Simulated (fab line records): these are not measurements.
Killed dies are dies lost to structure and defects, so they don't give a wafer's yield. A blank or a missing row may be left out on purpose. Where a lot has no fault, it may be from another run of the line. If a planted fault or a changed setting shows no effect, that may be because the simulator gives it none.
Which tool is to blame? / flow sky130 / 11 lots with 33 wafers sampled at 5 steps, on a route of 708 steps

## WHAT EACH GAUGE READ, for each wafer
The record holds no reading of a measuring or inspecting step that can be judged against a usual standard deviation.

## TOOL THAT RAN EACH LOT (tool first, then ch and the chambers of the sampled wafers, then the start)
lot=L985; SKY_METAL2_ETCH_18=rie metal-02 ch 0,1, day 36 11:59; SKY_METAL2_METAL_ETCH_19=rie metal-02 ch 0,1, day 36 12:03; SKY_VIA2_SPUTTER_20=pvd sputter-03, day 37 17:02; SKY_METAL3_SPUTTER_01=pvd sputter-04, day 37 17:43; SKY_PAD_OPEN_PROBE_99=prober-01, day 46 19:37
lot=L984; SKY_METAL2_ETCH_18=rie metal-02 ch 0, day 36 14:09; SKY_METAL2_METAL_ETCH_19=rie metal-02 ch 0, day 36 14:17; SKY_VIA2_SPUTTER_20=pvd sputter-03, day 37 19:30; SKY_METAL3_SPUTTER_01=pvd sputter-01, day 37 20:11; SKY_PAD_OPEN_PROBE_99=prober-02, day 46 22:28
lot=L987; SKY_METAL2_ETCH_18=rie metal-01 ch 1, day 36 18:38; SKY_METAL2_METAL_ETCH_19=rie metal-01 ch 1, day 36 18:47; SKY_VIA2_SPUTTER_20=pvd sputter-04, day 37 23:49; SKY_METAL3_SPUTTER_01=pvd sputter-01, day 38 00:31; SKY_PAD_OPEN_PROBE_99=prober-02, day 47 05:58
lot=L990; SKY_METAL2_ETCH_18=rie metal-02 ch 1, day 37 22:41; SKY_METAL2_METAL_ETCH_19=rie metal-02 ch 1, day 37 22:45; SKY_VIA2_SPUTTER_20=pvd sputter-04, day 39 01:39; SKY_METAL3_SPUTTER_01=pvd sputter-02, day 39 02:20; SKY_PAD_OPEN_PROBE_99=prober-01, day 48 04:14
lot=L991; SKY_METAL2_ETCH_18=rie metal-03 ch 0,1, day 38 00:53; SKY_METAL2_METAL_ETCH_19=rie metal-03 ch 0,1, day 38 00:57; SKY_VIA2_SPUTTER_20=pvd sputter-04, day 39 04:06; SKY_METAL3_SPUTTER_01=pvd sputter-04, day 39 04:47; SKY_PAD_OPEN_PROBE_99=-
lot=L992; SKY_METAL2_ETCH_18=rie metal-02 ch 0,1, day 38 01:17; SKY_METAL2_METAL_ETCH_19=rie metal-02 ch 0,1, day 38 01:20; SKY_VIA2_SPUTTER_20=pvd sputter-03, day 39 04:19; SKY_METAL3_SPUTTER_01=pvd sputter-01, day 39 05:05; SKY_PAD_OPEN_PROBE_99=-
lot=L994; SKY_METAL2_ETCH_18=rie metal-01 ch 0,1, day 38 21:09; SKY_METAL2_METAL_ETCH_19=rie metal-01 ch 0,1, day 38 21:13; SKY_VIA2_SPUTTER_20=pvd sputter-03, day 40 00:25; SKY_METAL3_SPUTTER_01=pvd sputter-04, day 40 01:06; SKY_PAD_OPEN_PROBE_99=prober-01, day 48 19:01
lot=L996; SKY_METAL2_ETCH_18=rie metal-02 ch 0,1, day 39 05:10; SKY_METAL2_METAL_ETCH_19=rie metal-02 ch 0,1, day 39 05:14; SKY_VIA2_SPUTTER_20=pvd sputter-02, day 40 08:25; SKY_METAL3_SPUTTER_01=pvd sputter-01, day 40 09:07; SKY_PAD_OPEN_PROBE_99=prober-01, day 49 03:15
lot=L101; SKY_METAL2_ETCH_18=rie metal-01 ch 0,1, day 40 10:26; SKY_METAL2_METAL_ETCH_19=rie metal-01 ch 0,1, day 40 10:29; SKY_VIA2_SPUTTER_20=pvd sputter-02, day 41 12:31; SKY_METAL3_SPUTTER_01=pvd sputter-04, day 41 13:13; SKY_PAD_OPEN_PROBE_99=-
lot=L103; SKY_METAL2_ETCH_18=rie metal-02 ch 0,1, day 41 04:57; SKY_METAL2_METAL_ETCH_19=rie metal-02 ch 0,1, day 41 05:01; SKY_VIA2_SPUTTER_20=pvd sputter-04, day 42 06:37; SKY_METAL3_SPUTTER_01=pvd sputter-02, day 42 07:19; SKY_PAD_OPEN_PROBE_99=prober-02, day 50 12:29
lot=L107; SKY_METAL2_ETCH_18=rie metal-01 ch 0,1, day 42 01:02; SKY_METAL2_METAL_ETCH_19=rie metal-01 ch 0,1, day 42 01:06; SKY_VIA2_SPUTTER_20=pvd sputter-02, day 43 03:12; SKY_METAL3_SPUTTER_01=pvd sputter-01, day 43 03:54; SKY_PAD_OPEN_PROBE_99=-
- SKY_METAL2_ETCH_18: etches BARC in N2/H2, stops on SiO2, time 45.9 s, target depth 60 nm.
- SKY_METAL2_METAL_ETCH_19: etches the open film in Cl2/BCl3, stops on SiO2, target depth 360 nm, time 78 s.
- SKY_VIA2_SPUTTER_20: material TiN, target thk 20 nm, time 80 s.
- SKY_METAL3_SPUTTER_01: material TiN, target thk 20 nm, time 16.7 s.
- SKY_PAD_OPEN_PROBE_99

## WHAT THE TOOLS THEMSELVES READ (means of the sampled wafers that have a number; where no wafer has one, the mark that the record gives instead)
SKY_METAL2_ETCH_18.
lot=L985; tool=rie metal-02; drypump motor current A (A)=5.8; oes product au (a.u.)=0.850; throttle valve pct (%)=13.223
lot=L984; tool=rie metal-02; drypump motor current A (A)=6.3; oes product au (a.u.)=0.850; throttle valve pct (%)=13.233
lot=L987; tool=rie metal-01; drypump motor current A (A)=6.0; oes product au (a.u.)=0.852; throttle valve pct (%)=13.229
lot=L990; tool=rie metal-02; drypump motor current A (A)=5.6; oes product au (a.u.)=0.859; throttle valve pct (%)=13.226
lot=L991; tool=rie metal-03; drypump motor current A (A)=5.6; oes product au (a.u.)=0.852; throttle valve pct (%)=13.220
lot=L992; tool=rie metal-02; drypump motor current A (A)=6.1; oes product au (a.u.)=0.856; throttle valve pct (%)=13.218
lot=L994; tool=rie metal-01; drypump motor current A (A)=5.7; oes product au (a.u.)=0.853; throttle valve pct (%)=13.224
lot=L996; tool=rie metal-02; drypump motor current A (A)=6.1; oes product au (a.u.)=0.855; throttle valve pct (%)=13.229
lot=L101; tool=rie metal-01; drypump motor current A (A)=5.7; oes product au (a.u.)=0.859; throttle valve pct (%)=13.225
lot=L103; tool=rie metal-02; drypump motor current A (A)=6.1; oes product au (a.u.)=0.850; throttle valve pct (%)=13.226
lot=L107; tool=rie metal-01; drypump motor current A (A)=5.8; oes product au (a.u.)=0.855; throttle valve pct (%)=13.229

SKY_METAL2_METAL_ETCH_19.
lot=L985; tool=rie metal-02; drypump motor current A (A)=5.8; oes product au (a.u.)=0.847; throttle valve pct (%)=22.261
lot=L984; tool=rie metal-02; drypump motor current A (A)=6.3; oes product au (a.u.)=0.847; throttle valve pct (%)=22.260
lot=L987; tool=rie metal-01; drypump motor current A (A)=6.0; oes product au (a.u.)=0.859; throttle valve pct (%)=22.260
lot=L990; tool=rie metal-02; drypump motor current A (A)=5.6; oes product au (a.u.)=0.852; throttle valve pct (%)=22.266
lot=L991; tool=rie metal-03; drypump motor current A (A)=5.6; oes product au (a.u.)=0.859; throttle valve pct (%)=22.266
lot=L992; tool=rie metal-02; drypump motor current A (A)=6.1; oes product au (a.u.)=0.855; throttle valve pct (%)=22.263
lot=L994; tool=rie metal-01; drypump motor current A (A)=5.7; oes product au (a.u.)=0.863; throttle valve pct (%)=22.256
lot=L996; tool=rie metal-02; drypump motor current A (A)=6.1; oes product au (a.u.)=0.852; throttle valve pct (%)=22.268
lot=L101; tool=rie metal-01; drypump motor current A (A)=5.7; oes product au (a.u.)=0.855; throttle valve pct (%)=22.262
lot=L103; tool=rie metal-02; drypump motor current A (A)=6.1; oes product au (a.u.)=0.863; throttle valve pct (%)=22.264
lot=L107; tool=rie metal-01; drypump motor current A (A)=5.8; oes product au (a.u.)=0.854; throttle valve pct (%)=22.266

SKY_VIA2_SPUTTER_20.
lot=L985; tool=pvd sputter-03; cathode dc power W (W)=4000.5; throttle valve pct (%)=31.3
lot=L984; tool=pvd sputter-03; cathode dc power W (W)=3999.5; throttle valve pct (%)=30.8
lot=L987; tool=pvd sputter-04; cathode dc power W (W)=3999.8; throttle valve pct (%)=29.9
lot=L990; tool=pvd sputter-04; cathode dc power W (W)=4000.7; throttle valve pct (%)=30.1
lot=L991; tool=pvd sputter-04; cathode dc power W (W)=4000.0; throttle valve pct (%)=30.3
lot=L992; tool=pvd sputter-03; cathode dc power W (W)=4000.7; throttle valve pct (%)=30.4
lot=L994; tool=pvd sputter-03; cathode dc power W (W)=4072.5; throttle valve pct (%)=30.9
lot=L996; tool=pvd sputter-02; cathode dc power W (W)=3999.5; throttle valve pct (%)=30.0
lot=L101; tool=pvd sputter-02; cathode dc power W (W)=4000.0; throttle valve pct (%)=30.1
lot=L103; tool=pvd sputter-04; cathode dc power W (W)=4000.3; throttle valve pct (%)=30.1
lot=L107; tool=pvd sputter-02; cathode dc power W (W)=4000.4; throttle valve pct (%)=30.0

SKY_METAL3_SPUTTER_01.
lot=L985; tool=pvd sputter-04; cathode dc power W (W)=6498.6; throttle valve pct (%)=30.1
lot=L984; tool=pvd sputter-01; cathode dc power W (W)=6500.4; throttle valve pct (%)=30.8
lot=L987; tool=pvd sputter-01; cathode dc power W (W)=6500.5; throttle valve pct (%)=29.8
lot=L990; tool=pvd sputter-02; cathode dc power W (W)=6499.8; throttle valve pct (%)=30.2
lot=L991; tool=pvd sputter-04; cathode dc power W (W)=6499.7; throttle valve pct (%)=30.0
lot=L992; tool=pvd sputter-01; cathode dc power W (W)=6499.1; throttle valve pct (%)=29.6
lot=L994; tool=pvd sputter-04; cathode dc power W (W)=6499.7; throttle valve pct (%)=30.0
lot=L996; tool=pvd sputter-01; cathode dc power W (W)=6499.7; throttle valve pct (%)=30.1
lot=L101; tool=pvd sputter-04; cathode dc power W (W)=6500.6; throttle valve pct (%)=30.3
lot=L103; tool=pvd sputter-02; cathode dc power W (W)=6499.4; throttle valve pct (%)=30.1
lot=L107; tool=pvd sputter-01; cathode dc power W (W)=6500.3; throttle valve pct (%)=30.3

SKY_PAD_OPEN_PROBE_99.
lot=L985; tool=prober-01; defect limited yield (%)=82.4; killed_at_M0_to_M3=41; killed_at_M4_up=2.7; killed at contacts=29; killed at front end=13; killed at other=1.0; killed dies=87; killed open=46; killed short=40; sort_bin_3_pad_short (%)=1.1; sort_bin_5_function (%)=11.1; sort_bin_6_memory (%)=5.4; sort n pass=405; sort yield pct (%)=82.4
lot=L984; tool=prober-02; defect limited yield (%)=82.9; killed_at_M0_to_M3=42; killed_at_M4_up=3.0; killed at contacts=23; killed at front end=16; killed at other=0.0; killed dies=84; killed open=47; killed short=37; sort_bin_3_pad_short (%)=0.5; sort_bin_5_function (%)=10.3; sort_bin_6_memory (%)=6.2; sort n pass=408; sort yield pct (%)=82.9
lot=L987; tool=prober-02; defect limited yield (%)=83.0; killed_at_M0_to_M3=51; killed_at_M4_up=3.7; killed at contacts=16; killed at front end=13; killed at other=0.3; killed dies=84; killed open=43; killed short=41; sort_bin_3_pad_short (%)=0.7; sort_bin_5_function (%)=10.5; sort_bin_6_memory (%)=5.8; sort n pass=408; sort yield pct (%)=83.0
lot=L990; tool=prober-01; defect limited yield (%)=84.1; killed_at_M0_to_M3=40; killed_at_M4_up=3.0; killed at contacts=22; killed at front end=12; killed at other=0.0; killed dies=78; killed open=45; killed short=33; sort_bin_3_pad_short (%)=0.7; sort_bin_5_function (%)=9.3; sort_bin_6_memory (%)=5.8; sort n pass=414; sort yield pct (%)=84.1
lot=L994; tool=prober-01; defect limited yield (%)=80.7; killed_at_M0_to_M3=50; killed_at_M4_up=2.7; killed at contacts=25; killed at front end=17; killed at other=0.0; killed dies=95; killed open=50; killed short=45; sort_bin_3_pad_short (%)=0.9; sort_bin_5_function (%)=11.0; sort_bin_6_memory (%)=7.4; sort n pass=397; sort yield pct (%)=80.7
lot=L996; tool=prober-01; defect limited yield (%)=83.9; killed_at_M0_to_M3=37; killed_at_M4_up=3.3; killed at contacts=23; killed at front end=15; killed at other=0.3; killed dies=79; killed open=46; killed short=33; sort_bin_3_pad_short (%)=0.9; sort_bin_5_function (%)=9.3; sort_bin_6_memory (%)=5.8; sort n pass=413; sort yield pct (%)=83.9
lot=L103; tool=prober-02; defect limited yield (%)=82.8; killed_at_M0_to_M3=42; killed_at_M4_up=2.7; killed at contacts=26; killed at front end=14; killed at other=0.0; killed dies=85; killed open=46; killed short=38; sort_bin_3_pad_short (%)=0.8; sort_bin_5_function (%)=10.5; sort_bin_6_memory (%)=6.0; sort n pass=407; sort yield pct (%)=82.8

## THE ANSWER, worked out from the rows above alone
Rule: the usual values come from the lots themselves. The widest of any qualifying gaps counts: lots, ordered by their means at a reading, are off when they make up no more than a third of the lots, leave a main group of 4 or more, and stand apart from it by 3 or more times the standard deviation of that group's means. A main group whose means are all the same, to the digits that the tables above print for the reading, isn't used. A lot without any number at a reading at which 4 lots or more have one is off too. All remaining lots with rows at the step are treated as sound. Order of review: gauges by route order, followed by the tools' own readings, for which a lot's mean as printed above is used. The first step at which some lot is off is used, and at that step the reading that is off furthest; a lot without a number counts as furthest.
Off at SKY_VIA2_SPUTTER_20 (cathode dc power W): L994. Main group: mean 4000.1 W, sd 0.43.
A tool fits if, at that step or a process step before it, it ran every lot that is off, and no sound lot after the first of them. One candidate fits, namely pvd sputter-03 at SKY_VIA2_SPUTTER_20. Its last sound lot is L992 (day 39 04:19), its first lot that is off L994 (day 40 00:25): a fault that began between those two fits.
On the lots that are off, the tool's own readings at SKY_VIA2_SPUTTER_20 differ by more than 5 times the standard deviation of the sound lots' means, which bears it out; cathode dc power W reads 4072.5 W there versus 4000.1 W on the sound lots.

## WHAT THE SIMULATOR HAD INSERTED
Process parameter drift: pvd sputter-03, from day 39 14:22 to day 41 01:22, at SKY_VIA2_SPUTTER_20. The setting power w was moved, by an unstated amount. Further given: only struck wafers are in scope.
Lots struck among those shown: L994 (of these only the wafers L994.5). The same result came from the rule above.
